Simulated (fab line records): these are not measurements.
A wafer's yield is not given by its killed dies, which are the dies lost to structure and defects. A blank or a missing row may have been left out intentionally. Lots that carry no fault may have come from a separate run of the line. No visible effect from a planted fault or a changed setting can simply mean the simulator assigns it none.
fab line records | flow gf180mcu
[record] lots = 15 | wafers = 45 | last_day = 34
route steps=602 shown M2@378 V2@385
lots that met no fault: from a run of the same line without faults
start_h: hours from the record's first day to the start of the lot's first wafer shown | wait_h: hours since the lot's step before | " the same as in the row above | L1.1+2: several wafers, shown together as one row | - no value, or no start given | * or withheld: withheld | < > ~ a bound
route shown NAME@n: names a module that has steps shown in the file, with the first one's number in the route | usual: mean/standard deviation taken from wafers without a fault | same: alike in all rows | chamber/n: place in a boat | sites: readings site by site | _std_site: the values' standard deviation | _edge_site: mean of outer sites minus mean of inner sites | radius_mm: for every site, how far away it sits from the centre of the wafer | mask NAME#n: copy n | behind: the last tool/chamber to shape the wafer | hold: what put the lot on hold/how long, in hours/how the hold closed | device: which transistor (n, p or np) failed to switch | end of line: tests of these same wafers at the route's end | a step given without rows: its recipe and nothing more | killed: at the first sort, the dies lost to defects and structure; wafer yield is something else | map: per-die view of a wafer (x killed, . not killed, _ where there is no die)
set.NAME: the run value of the setting; set.NAME@STEP: its run value at that earlier step | model.NAME: the simulator's own value behind a step, which no gauge read
one table for each step of the route and one row for each wafer, over a sample of lots
services: when a tool's chamber went out of use (start_h, in hours from the record's first day, below 0 if earlier), for how many hours, and the reason
[[steps]]
[step GF_M2_METAL_ETCH_16]
[recipe] chemistry = Cl2/BCl3 | mask_material = KrF | target_depth_nm = 750.8 | stop_on = SiO2 | pressure_mtorr = 8 | icp_w = 800 | bias_w = 140 | Cl2_flow_sccm = 80 | bcl3_flow_sccm = 40 | time_s = 125.1
[usual] drypump_motor_current_A = 5.5/0.53 | oes_product_au = 0.992/0.0054 | throttle_valve_pct = 28.228/0.01
lot.wafer | tool         | chamber | start_h | wait_h | drypump_motor_current_A | oes_product_au | rf_hours_counter_h | throttle_valve_pct
L790.2    | rie_metal-04 | 0       | 444.05  | 0.0    | 6.2                     | 0.998          | 13                 | 28.215
L790.4    | "            | 0       | "       | "      | 6.1                     | 0.993          | -                  | 28.206
L790.5    | "            | 0       | "       | "      | 6.2                     | 0.979          | -                  | 28.227
L791.4    | rie_metal-02 | 1       | 460.06  | 0.1    | 5.7                     | 0.982          | -                  | 28.251
L791.5    | "            | 1       | "       | "      | 5.8                     | 0.984          | -                  | 28.252
L791.6    | "            | 1       | "       | "      | 5.7                     | 0.986          | -                  | 28.237
L792.2    | rie_metal-01 | 1       | 464.85  | 0.0    | 5.4                     | 0.995          | 3                  | 28.218
L792.3    | "            | 0       | "       | "      | 4.9                     | 0.998          | -                  | 28.238
L792.6    | "            | 1       | "       | "      | 5.4                     | 0.989          | -                  | 28.224
L793.1    | rie_metal-01 | 1       | 475.32  | 0.0    | 5.4                     | 0.989          | 4                  | 28.225
L793.2    | "            | 0       | "       | "      | 4.9                     | 0.996          | 9                  | 28.223
L793.6    | "            | 1       | "       | "      | 5.4                     | 0.991          | -                  | 28.235
L794.1    | rie_metal-01 | 1       | 485.46  | 0.0    | 5.4                     | 0.991          | 4                  | 28.230
L794.3    | "            | 1       | "       | "      | 5.4                     | 0.983          | -                  | 28.216
L794.4    | "            | 0       | "       | "      | 4.9                     | 0.989          | -                  | 28.247
L795.1    | rie_metal-01 | 1       | 487.95  | 0.0    | 5.4                     | 0.984          | 4                  | 28.231
L795.3    | "            | 0       | "       | "      | 4.9                     | 0.999          | -                  | 28.219
L795.4    | "            | 1       | "       | "      | 5.4                     | 1.002          | -                  | 28.225
L802.4    | rie_metal-01 | 1       | 548.12  | 0.1    | 5.4                     | 0.997          | -                  | 28.234
L802.5    | "            | 0       | "       | "      | 4.9                     | 0.994          | -                  | 28.203
L802.6    | "            | 1       | "       | "      | 5.4                     | 0.995          | -                  | 28.228
L803.4    | rie_metal-04 | 0       | 561.91  | 0.1    | 6.1                     | 0.992          | -                  | 28.220
L803.5    | "            | 1       | "       | "      | 5.0                     | 0.994          | -                  | 28.244
L803.6    | "            | 0       | "       | "      | 6.1                     | 0.996          | -                  | 28.220
L804.1    | rie_metal-01 | 0       | 568.98  | 0.0    | 4.9                     | 0.990          | 12                 | 28.237
L804.3    | "            | 1       | "       | "      | 5.4                     | 0.990          | -                  | 28.226
L804.6    | "            | 1       | "       | "      | 5.4                     | 0.998          | -                  | 28.247
L806.4    | rie_metal-01 | 1       | 583.07  | 0.1    | 5.4                     | 0.995          | -                  | 28.241
L806.5    | "            | 1       | "       | "      | 5.4                     | 0.989          | -                  | 28.224
L806.6    | "            | 0       | "       | "      | 4.9                     | 0.993          | -                  | 28.228
L807.2    | rie_metal-04 | 1       | 589.78  | 0.0    | 5.0                     | 0.985          | 9                  | 28.228
L807.3    | "            | 0       | "       | "      | 6.1                     | 0.996          | -                  | 28.232
L807.4    | "            | 1       | "       | "      | 5.0                     | 0.982          | -                  | 28.241
L809.1    | rie_metal-02 | 0       | 606.95  | 0.0    | 6.5                     | 0.987          | 3                  | 28.239
L809.4    | "            | 1       | "       | "      | 5.7                     | 0.987          | -                  | 28.227
L809.5    | "            | 1       | "       | "      | 5.7                     | 0.985          | -                  | 28.222
L810.1    | rie_metal-04 | 1       | 610.80  | 0.0    | 5.0                     | 0.993          | 9                  | 28.221
L810.4    | "            | 0       | "       | "      | 6.1                     | 0.991          | -                  | 28.224
L810.5    | "            | 0       | "       | "      | 6.2                     | 0.999          | -                  | 28.239
L811.2    | rie_metal-01 | 1       | 617.53  | 0.0    | 5.4                     | 0.987          | 8                  | 28.217
L811.4    | "            | 0       | "       | "      | 4.9                     | 0.997          | -                  | 28.229
L811.5    | "            | 1       | "       | "      | 5.4                     | 0.990          | -                  | 28.226
L812.2    | rie_metal-01 | 1       | 633.38  | 0.0    | 5.4                     | 0.985          | 9                  | 28.218
L812.3    | "            | 0       | "       | "      | 4.9                     | 1.005          | -                  | 28.221
L812.6    | "            | 1       | "       | "      | 5.4                     | 0.988          | -                  | 28.235
[step GF_V2_THK_MEAS_03]
[recipe] reads = SiO2_of_V2_CVD_02
[usual] V2_CVD_02_THK = 852/11
lot.wafer | tool          | chamber | start_h | wait_h | V2_CVD_02_THK[nm]
L790.2    | film_metro-01 | -       | 444.92  | 0.0    | 859
L790.4    | "             | -       | "       | "      | 861
L790.5    | "             | -       | "       | "      | 866
L791.4    | film_metro-04 | -       | 461.03  | 0.0    | 858
L791.5    | "             | -       | "       | "      | 851
L791.6    | "             | -       | "       | "      | 874
L792.2    | film_metro-04 | -       | 465.76  | 0.0    | 830
L792.3    | "             | -       | "       | "      | 829
L792.6    | "             | -       | "       | "      | 852
L793.1    | film_metro-03 | -       | 476.31  | 0.0    | 837
L793.2    | "             | -       | "       | "      | 839
L793.6    | "             | -       | "       | "      | 863
L794.1    | film_metro-04 | -       | 486.42  | 0.0    | 856
L794.3    | "             | -       | "       | "      | 856
L794.4    | "             | -       | "       | "      | 861
L795.1    | film_metro-04 | -       | 488.81  | 0.0    | 855
L795.3    | "             | -       | "       | "      | 847
L795.4    | "             | -       | "       | "      | 858
L802.4    | film_metro-04 | -       | 549.04  | 0.0    | 855
L802.5    | "             | -       | "       | "      | 862
L802.6    | "             | -       | "       | "      | 845
L803.4    | film_metro-01 | -       | 562.76  | 0.0    | 869
L803.5    | "             | -       | "       | "      | 857
L803.6    | "             | -       | "       | "      | 850
L804.1    | film_metro-03 | -       | 569.84  | 0.0    | 851
L804.3    | "             | -       | "       | "      | 835
L804.6    | "             | -       | "       | "      | 864
L806.4    | film_metro-01 | -       | 583.93  | 0.0    | 862
L806.5    | "             | -       | "       | "      | 847
L806.6    | "             | -       | "       | "      | 866
L807.2    | film_metro-01 | -       | 590.66  | 0.0    | 838
L807.3    | "             | -       | "       | "      | 849
L807.4    | "             | -       | "       | "      | 869
L809.1    | film_metro-04 | -       | 607.81  | 0.0    | 836
L809.4    | "             | -       | "       | "      | 849
L809.5    | "             | -       | "       | "      | 843
L810.1    | film_metro-03 | -       | 611.67  | 0.0    | 851
L810.4    | "             | -       | "       | "      | 863
L810.5    | "             | -       | "       | "      | 862
L811.2    | film_metro-03 | -       | 618.43  | 0.0    | 859
L811.4    | "             | -       | "       | "      | 848
L811.5    | "             | -       | "       | "      | 863
L812.2    | film_metro-04 | -       | 634.41  | 0.1    | 851
L812.3    | "             | -       | "       | "      | 842
L812.6    | "             | -       | "       | "      | 851
[step GF_V2_PEB_12]
[recipe] peb_temp_c = 135 | peb_time_s = 92.96 | resist = KrF
[usual] chill_plate_temp_C = 22.97/0.1 | exhaust_pa = 44.9/0.99 | plate_sensor_t_centre_C = 136.13/0.01 | plate_sensor_t_edge_C = 136.29/0.0095
lot.wafer | tool           | chamber | start_h | wait_h | chill_plate_temp_C | exhaust_pa | plate_sensor_t_centre_C | plate_sensor_t_edge_C
L790.2    | litho_track-02 | 0       | 469.54  | -      | 22.89              | 46.4       | 136.13                  | 136.3
L790.4    | "              | 0       | "       | "      | 22.86              | 44.8       | 136.14                  | 136.3
L790.5    | "              | 0       | "       | "      | 22.82              | 44.2       | 136.12                  | 136.3
L791.4    | litho_track-03 | 0       | 484.59  | -      | 23.08              | 43.7       | 136.14                  | 136.28
L791.5    | "              | 0       | "       | "      | 23.15              | 44.1       | 136.13                  | 136.29
L791.6    | "              | 0       | "       | "      | 23.01              | 41.9       | 136.14                  | 136.27
L792.2    | litho_track-01 | -       | 489.88  | -      | -                  | -          | -                       | -
L792.3    | "              | -       | "       | "      | -                  | -          | -                       | -
L792.6    | "              | -       | "       | "      | -                  | -          | -                       | -
L793.1    | litho_track-03 | -       | 500.09  | -      | -                  | -          | -                       | -
L793.2    | "              | -       | "       | "      | -                  | -          | -                       | -
L793.6    | "              | -       | "       | "      | -                  | -          | -                       | -
L794.1    | litho_track-03 | -       | 510.44  | -      | -                  | -          | -                       | -
L794.3    | "              | -       | "       | "      | -                  | -          | -                       | -
L794.4    | "              | -       | "       | "      | -                  | -          | -                       | -
L795.1    | litho_track-01 | 0       | 512.60  | -      | 22.88              | 45.2       | 136.13                  | 136.3
L795.3    | "              | 0       | "       | "      | 22.90              | 45.3       | 136.13                  | 136.3
L795.4    | "              | 0       | "       | "      | 22.94              | 45.2       | 136.1                   | 136.3
L802.4    | litho_track-01 | 0       | 571.20  | -      | 22.93              | 45.4       | 136.15                  | 136.29
L802.5    | "              | 0       | "       | "      | 23.10              | 44.1       | 136.11                  | 136.28
L802.6    | "              | 0       | "       | "      | 22.81              | 44.2       | 136.14                  | 136.29
L803.4    | litho_track-03 | 0       | 583.79  | -      | 22.80              | 45.7       | 136.13                  | 136.3
L803.5    | "              | 0       | "       | "      | 23.03              | 46.6       | 136.13                  | 136.3
L803.6    | "              | 0       | "       | "      | 22.99              | 46.5       | 136.13                  | 136.29
L804.1    | litho_track-01 | 0       | 590.60  | -      | 23.05              | 44.7       | 136.15                  | 136.3
L804.3    | "              | 0       | "       | "      | 22.94              | 44.8       | 136.11                  | 136.28
L804.6    | "              | 0       | "       | "      | 22.96              | 45.1       | 136.12                  | 136.29
L806.4    | litho_track-02 | 0       | 605.71  | -      | 23.09              | 44.6       | 136.11                  | 136.28
L806.5    | "              | 0       | "       | "      | 23.10              | 44.8       | 136.13                  | 136.3
L806.6    | "              | 0       | "       | "      | 22.95              | 45.3       | 136.13                  | 136.3
L807.2    | litho_track-01 | 0       | 611.38  | -      | 22.94              | 44.5       | 136.12                  | 136.28
L807.3    | "              | 0       | "       | "      | 22.87              | 45.9       | 136.13                  | 136.29
L807.4    | "              | 0       | "       | "      | 22.87              | 44.4       | 136.14                  | 136.28
L809.1    | litho_track-01 | 0       | 628.35  | -      | 22.87              | 44.4       | 136.14                  | 136.28
L809.4    | "              | 0       | "       | "      | 22.99              | 44.3       | 136.14                  | 136.3
L809.5    | "              | 0       | "       | "      | 22.87              | 44.6       | 136.15                  | 136.27
L810.1    | litho_track-03 | 0       | 632.04  | -      | 23.11              | 45.5       | 136.14                  | 136.29
L810.4    | "              | 0       | "       | "      | 23.22              | 45.1       | 136.11                  | 136.29
L810.5    | "              | 0       | "       | "      | 23.03              | 45.3       | 136.14                  | 136.28
L811.2    | litho_track-02 | 0       | 638.39  | -      | 22.97              | 44.7       | 136.14                  | 136.28
L811.4    | "              | 0       | "       | "      | 23.07              | 46.1       | 136.14                  | 136.3
L811.5    | "              | 0       | "       | "      | 23.01              | 45.1       | 136.13                  | 136.3
L812.2    | litho_track-01 | 0       | 654.53  | -      | 23.01              | 44.9       | 136.12                  | 136.29
L812.3    | "              | 0       | "       | "      | 22.96              | 44.4       | 136.12                  | 136.3
L812.6    | "              | 0       | "       | "      | 22.86              | 46.2       | 136.13                  | 136.28
[step GF_V2_ETCH_16]
[recipe] chemistry = N2/H2 | target_depth_a = withheld | overetch_a = withheld | time_s = withheld | target = BARC | ion_energy_ev = 200 | source_w = 500 | bias_w = 100 | pressure_mtorr = 30 | n2_flow_sccm = 100 | h2_flow_sccm = 200
[usual] drypump_motor_current_A = 5.8/0.34 | h2_flow_sccm = 200.0/0.59 | oes_product_au = 0.855/0.0048 | throttle_valve_pct = 13.224/0.0087
lot.wafer | tool        | chamber | start_h | wait_h | drypump_motor_current_A | h2_flow_sccm | oes_product_au | throttle_valve_pct
L790.2    | rie_diel-03 | 3       | 470.01  | 0.0    | 5.2                     | 200.4        | 0.852          | 13.225
L790.4    | "           | 2       | "       | "      | 5.8                     | 199.4        | 0.863          | 13.219
L790.5    | "           | 1       | "       | "      | 6.1                     | 200.3        | 0.849          | 13.229
L791.4    | rie_diel-03 | 2       | 485.00  | 0.0    | 5.9                     | 199.8        | 0.851          | 13.234
L791.5    | "           | 3       | "       | "      | 5.2                     | 200.6        | 0.854          | 13.227
L791.6    | "           | 2       | "       | "      | 5.9                     | 200.0        | 0.854          | 13.228
L792.2    | rie_diel-04 | 1       | 490.35  | 0.0    | 5.5                     | 199.8        | 0.867          | 13.212
L792.3    | "           | 3       | "       | "      | 5.6                     | 200.2        | 0.851          | 13.244
L792.6    | "           | 3       | "       | "      | 5.6                     | 199.5        | 0.862          | 13.219
L793.1    | rie_diel-03 | 2       | 500.60  | 0.0    | 5.9                     | 200.1        | 0.858          | 13.238
L793.2    | "           | 0       | "       | "      | 5.9                     | 199.6        | 0.852          | 13.221
L793.6    | "           | 3       | "       | "      | 5.2                     | 200.4        | 0.853          | 13.225
L794.1    | rie_diel-04 | 3       | 510.95  | 0.0    | 5.5                     | 199.8        | 0.855          | 13.214
L794.3    | "           | 0       | "       | "      | 5.7                     | 199.7        | 0.856          | 13.222
L794.4    | "           | 2       | "       | "      | 6.4                     | 198.1        | 0.853          | 13.234
L795.1    | rie_diel-03 | 2       | 513.10  | 0.0    | 5.9                     | 199.5        | 0.859          | 13.235
L795.3    | "           | 0       | "       | "      | 5.9                     | 199.3        | 0.857          | 13.219
L795.4    | "           | 0       | "       | "      | 5.9                     | 200.0        | 0.852          | 13.224
L802.4    | rie_diel-02 | 0       | 571.60  | 0.0    | 6.4                     | 200.6        | 0.854          | 13.219
L802.5    | "           | 1       | "       | "      | 5.7                     | 199.5        | 0.858          | 13.212
L802.6    | "           | 2       | "       | "      | 6.2                     | 199.9        | 0.860          | 13.216
L803.4    | rie_diel-04 | 3       | 584.20  | 0.0    | 5.5                     | 199.3        | 0.854          | 13.219
L803.5    | "           | 2       | "       | "      | 6.4                     | 199.4        | 0.858          | 13.230
L803.6    | "           | 1       | "       | "      | 5.5                     | 199.7        | 0.853          | 13.222
L804.1    | rie_diel-02 | 0       | 591.10  | 0.0    | 6.4                     | 200.1        | 0.849          | 13.246
L804.3    | "           | 1       | "       | "      | 5.8                     | 199.6        | 0.854          | 13.241
L804.6    | "           | 2       | "       | "      | 6.2                     | 200.1        | 0.856          | 13.208
L806.4    | rie_diel-03 | 0       | 606.11  | 0.0    | 5.8                     | 199.4        | 0.849          | 13.229
L806.5    | "           | 0       | "       | "      | 5.8                     | 199.6        | 0.859          | 13.223
L806.6    | "           | 3       | "       | "      | 5.2                     | 199.5        | 0.857          | 13.226
L807.2    | rie_diel-04 | 1       | 611.92  | 0.0    | 5.5                     | 200.0        | 0.861          | 13.225
L807.3    | "           | 0       | "       | "      | 5.7                     | 199.7        | 0.864          | 13.231
L807.4    | "           | 3       | "       | "      | 5.6                     | 199.1        | 0.856          | 13.224
L809.1    | rie_diel-04 | 0       | 628.85  | 0.0    | 5.7                     | 199.3        | 0.854          | 13.222
L809.4    | "           | 3       | "       | "      | 5.5                     | 201.0        | 0.860          | 13.236
L809.5    | "           | 1       | "       | "      | 5.5                     | 199.8        | 0.857          | 13.223
L810.1    | rie_diel-04 | 1       | 632.55  | 0.0    | 5.5                     | 199.7        | 0.857          | 13.236
L810.4    | "           | 3       | "       | "      | 5.5                     | 199.8        | 0.853          | 13.225
L810.5    | "           | 2       | "       | "      | 6.4                     | 199.5        | 0.861          | 13.226
L811.2    | rie_diel-02 | 0       | 638.86  | 0.0    | 6.3                     | 200.5        | 0.857          | 13.244
L811.4    | "           | 1       | "       | "      | 5.8                     | 199.9        | 0.852          | 13.228
L811.5    | "           | 3       | "       | "      | 5.6                     | 199.7        | 0.858          | 13.223
L812.2    | rie_diel-02 | 3       | 655.00  | 0.0    | 5.6                     | 199.2        | 0.852          | 13.212
L812.3    | "           | 2       | "       | "      | 6.1                     | 200.5        | 0.854          | 13.231
L812.6    | "           | 2       | "       | "      | 6.2                     | 200.1        | 0.859          | 13.232
[[services]]
tool         | chamber | start_h | hours | kind
rie_diel-04  | 3       | 424.89  | -     | clean
rie_diel-04  | 3       | 424.89  | 22.4  | scheduled_down
rie_diel-04  | 3       | 424.89  | 22.4  | vent_cycle
rie_metal-02 | 0       | 452.98  | 15.7  | repair
rie_metal-04 | 0       | 460.56  | -     | clean
rie_diel-04  | 0       | 484.45  | -     | clean
rie_diel-04  | 0       | 484.45  | 20.6  | scheduled_down
rie_diel-04  | 0       | 484.45  | 20.6  | vent_cycle
rie_metal-01 | -       | 484.71  | 0.5   | repair
rie_diel-03  | 1       | 503.81  | 16.6  | repair
rie_diel-04  | -       | 506.67  | 0.9   | repair
rie_diel-04  | 0       | 530.45  | 12.1  | repair
rie_diel-04  | -       | 557.58  | 0.9   | repair
rie_diel-04  | -       | 558.57  | 14.6  | pm
rie_metal-02 | 0       | 562.83  | 6.4   | repair
rie_diel-03  | 0       | 573.92  | -     | clean
rie_diel-03  | 0       | 573.92  | 19.8  | scheduled_down
rie_diel-03  | 0       | 573.92  | 19.8  | vent_cycle
rie_diel-03  | 2       | 577.56  | 4.6   | repair
rie_diel-04  | -       | 588.53  | 5.4   | repair
rie_diel-04  | 2       | 604.18  | 1.2   | repair
rie_diel-02  | -       | 614.17  | 2.8   | pm
rie_diel-03  | -       | 642.31  | 0.7   | repair
rie_metal-04 | -       | 649.79  | 2.8   | pm
[[key]]
[first_sign] step = GF_V2_PEB_12 | reading = tool_record | direction = missing
effect none on later readings
met_at GF_V2_PEB_12
struck_lots L792,L793,L794
later_rows_left_out L792.2,L792.3,L792.6,L793.1,L793.2,L793.6,L794.1,L794.3,L794.4
sort_left_out L792.2,L792.3,L792.6,L793.1,L793.2,L793.6,L794.1,L794.3,L794.4
not_acting_at GF_M2_METAL_ETCH_16,GF_V2_THK_MEAS_03,GF_V2_ETCH_16
onset_between 484.59 489.88
[fault] kind = skipped_step_whole | tool = litho_track-01,litho_track-03 | chamber = - | onset_h = 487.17 | steps = GF_V2_PEB_12 | scope = struck_lots_only
// sort_left_out: the simulated sort isn't trusted on such a fault, so these wafers' sort isn't shown, and their yield isn't known
// later_rows_left_out: the simulator's readings of these wafers behind a module that went badly wrong aren't trusted and aren't shown, but for the sort
